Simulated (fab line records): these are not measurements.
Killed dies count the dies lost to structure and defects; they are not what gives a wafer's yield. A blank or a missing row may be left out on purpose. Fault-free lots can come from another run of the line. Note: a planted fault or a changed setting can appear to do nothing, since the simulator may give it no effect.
Problem report in the 8D (eight disciplines) form, filled by code | flow sky130 | the parts of the form that need people (team, actions taken, sign-off) are left out

## 1. WHAT WENT WRONG
dose ions cm2 at SKY_LDD_LDN_IMPLANT_09 reads a mean of 1.79e+13 on 6 wafers of 2 lots; wafers without a fault read 1.25e+13 with a standard deviation of 1.4e+10. So: +99 or more standard deviations from the usual mean.
First seen on wafer L863.1, day 29 09:29, on implanter-02. The record has a number at this step for 42 wafers belonging to 14 lots. Rule for "out", or "out of limits": more than 4 standard deviations from the usual mean. All remaining wafers that have a number are taken as sound.

## 2. WHAT THIS IS AND IS NOT
question                    | is                                | is not
which readings at this step | dose ions cm2, faraday current uA | -
which lots                  | L863, L865                        | L846, L847, L849, L850, L851, L852, L853, L854, L855, L858, L860, L867
which wafers of those lots  | all that have a number            | -
read on which tools         | implanter-02                      | implanter-03, implanter-04
when                        | from day 29 09:29                 | up to then (33 sound wafers); but 3 sound wafers of L867 came after

## 3. WHAT RULES OUT EACH SUSPECT
Counting: any tool at a process step up to the reading is kept as a suspect provided that every lot that is out went through it and no sound lot did after the first of them.
- implanter-02 at SKY_LDD_LDN_IMPLANT_09: kept. All lots that are out passed through it, beginning with L863 at day 29 09:29, and no sound lot followed; its final sound lot before that point was L855 at day 26 17:25. Its own dose ions cm2, faraday current uA readings are out on those wafers.
After counting, what remains is implanter-02 at SKY_LDD_LDN_IMPLANT_09.

## 4. THE CAUSE (what the simulator had put in)
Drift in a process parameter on implanter-02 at SKY_LDD_LDN_IMPLANT_09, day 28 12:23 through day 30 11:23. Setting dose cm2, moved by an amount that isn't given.
The count eliminated every tool but this one.

## 5. SEQUENCE OF EFFECTS, ordered by route
Each row: a reading where the mean over the struck wafers with a number is more than 3 standard deviations away from the usual. Readings are gone through only where the record gives a usual standard deviation; hours: the median, over the lots, of the time from a lot's start at the first step in this table giving one to that lot's start at this step; sigmas: the change measured in usual standard deviations.
hours | step                   | reading            | usual    | on struck wafers | change    | sigmas
0     | SKY_LDD_LDN_IMPLANT_09 | dose ions cm2      | 1.25e+13 | 1.79e+13         | +5.39e+12 | +99 or more
0     | SKY_LDD_LDN_IMPLANT_09 | faraday current uA | 70.3     | 101.5            | +31.2     | +22
The process steps in it:
- SKY_LDD_LDN_IMPLANT_09
Later steps that measure or inspect, where all struck wafers having a row at the step show a number for every such reading and not one has moved that far: SKY_POLY_CUT_CD_MEAS_08, SKY_POLY_CUT_OVL_MEAS_09.

## 6. WHAT WOULD HAVE CAUGHT IT SOONER
In this record the first reading out of limits was taken at day 29 09:29, 21 hours after the fault began at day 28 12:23.
